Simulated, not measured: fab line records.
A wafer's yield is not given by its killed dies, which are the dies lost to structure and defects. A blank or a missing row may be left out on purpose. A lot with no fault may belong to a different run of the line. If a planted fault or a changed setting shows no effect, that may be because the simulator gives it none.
Which tool was responsible? | flow sky130 | Sampling: 10 lots, 30 wafers, 5 of 708 route steps

== WHAT THE GAUGES READ, wafer by wafer ==
SKY_SD_N_TW_MEAS_12.
lot  | measured     | on           | SD_N_TW
L364 | day 27 23:37 | filmMetro-04 | 4037 4072 4038
L365 | day 28 00:49 | filmMetro-04 | 4036 4036 4019
L369 | day 30 05:50 | filmMetro-04 | 4046 4050 4045
L370 | day 30 09:31 | filmMetro-04 | 4028 4022 4039
L371 | day 30 19:48 | filmMetro-04 | 4027 4030 4008
L375 | day 32 14:23 | filmMetro-02 | 3669 3670 3661 3655 3664 3678
L378 | day 32 23:20 | filmMetro-03 | 3719 3739 3759 3731 3765 3713
L383 | day 34 03:32 | filmMetro-02 | 3911 3896 3909
L384 | day 34 19:06 | filmMetro-02 | 3910 3900 3911
L385 | day 35 02:41 | filmMetro-04 | 4000 4001 3988

== EACH LOT AND THE TOOL THAT RAN IT (in order: tool; ch and the chambers of the sampled wafers; start) ==
lot  | SKY_LDD_LDN_STRIP_12                | SKY_POLY_CUT_ETCH_11              | SKY_SD_N_IMPLANT_09             | SKY_SD_N_STRIP_11
L364 | plasmaAsher-02 ch 0,1, day 23 00:10 | rieDiel-03 ch 0,3, day 24 08:21   | implanter-03 ch 0, day 27 23:14 | plasmaAsher-04 ch 0,1, day 27 23:32
L365 | plasmaAsher-04 ch 0,1, day 23 03:34 | rieDiel-03 ch 0,2,3, day 24 11:36 | implanter-03 ch 0, day 28 00:26 | plasmaAsher-02 ch 0,1, day 28 00:44
L369 | plasmaAsher-04 ch 0,1, day 25 07:31 | rieDiel-03 ch 1,2, day 26 16:25   | implanter-04 ch 0, day 30 05:26 | plasmaAsher-01 ch 0,1, day 30 05:44
L370 | plasmaAsher-04 ch 0,1, day 25 13:19 | rieDiel-03 ch 0,2, day 26 22:22   | implanter-04 ch 0, day 30 09:07 | plasmaAsher-02 ch 1, day 30 09:25
L371 | plasmaAsher-04 ch 0,1, day 26 00:26 | rieDiel-04 ch 0,2, day 27 07:14   | implanter-03 ch 0, day 30 19:25 | plasmaAsher-01 ch 0,1, day 30 19:41
L375 | plasmaAsher-01 ch 0,1, day 27 06:13 | rieDiel-03 ch 0,2,3, day 29 01:45 | implanter-03 ch 0, day 32 14:02 | plasmaAsher-02 ch 0,1, day 32 14:18
L378 | plasmaAsher-04 ch 0,1, day 28 06:19 | rieDiel-03 ch 1,2,3, day 29 13:24 | implanter-03 ch 0, day 32 22:56 | plasmaAsher-04 ch 0,1, day 32 23:14
L383 | plasmaAsher-02 ch 0,1, day 29 11:43 | rieDiel-04 ch 0,1, day 30 18:02   | implanter-04 ch 0, day 34 03:08 | plasmaAsher-01 ch 0, day 34 03:26
L384 | plasmaAsher-01 ch 0,1, day 30 03:46 | rieDiel-01 ch 2,3, day 31 09:15   | implanter-02 ch 0, day 34 18:43 | plasmaAsher-02 ch 0,1, day 34 18:59
L385 | plasmaAsher-02 ch 0, day 30 12:25   | rieDiel-03 ch 1,2,3, day 31 17:06 | implanter-04 ch 0, day 35 02:17 | plasmaAsher-02 ch 0,1, day 35 02:35
- SKY_LDD_LDN_STRIP_12: strips in O2/N2.
- SKY_POLY_CUT_ETCH_11: etches Si3N4 in CF4/CH2F2/Ar, stops on poly-Si, time 42.5 s, target depth 60 nm.
- SKY_SD_N_IMPLANT_09
- SKY_SD_N_STRIP_11: strips in O2/N2.

== THE ANSWER, worked out from the rows above alone ==
Rule: usual is defined by the lots themselves. Put in order of their means at a reading, lots are off if they are a third of the lots or fewer, leave a main group of 4 or more, and stand apart from it by a gap of 3 or more times the standard deviation of the main group's means; of several such gaps the widest counts. If all means in a main group match to the digits the tables above print for the reading, that group is not used. A lot without any number at a reading at which 4 lots or more have one is off too. The other lots that the step has rows for count as sound.
Off: at SKY_SD_N_TW_MEAS_12 (SD_N_TW), L375, L378. The main group: mean 3998, standard deviation 55.
A tool fits if, at a process step before that reading, it ran every lot that is off, and no sound lot after the first of them. The gauges at SKY_SD_N_TW_MEAS_12 are tried like those tools. One candidate fits, namely implanter-03 at SKY_SD_N_IMPLANT_09. Its last sound lot is L371 (day 30 19:25), its first lot that is off L375 (day 32 14:02): a fault that began between those two fits.

== WHAT THE SIMULATOR PUT IN ==
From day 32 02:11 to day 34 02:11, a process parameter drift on implanter-03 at SKY_SD_N_IMPLANT_09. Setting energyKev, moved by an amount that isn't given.
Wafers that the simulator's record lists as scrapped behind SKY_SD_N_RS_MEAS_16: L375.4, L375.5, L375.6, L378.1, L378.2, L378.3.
Lots struck among those shown: L375, L378. The rule above reached the same finding.
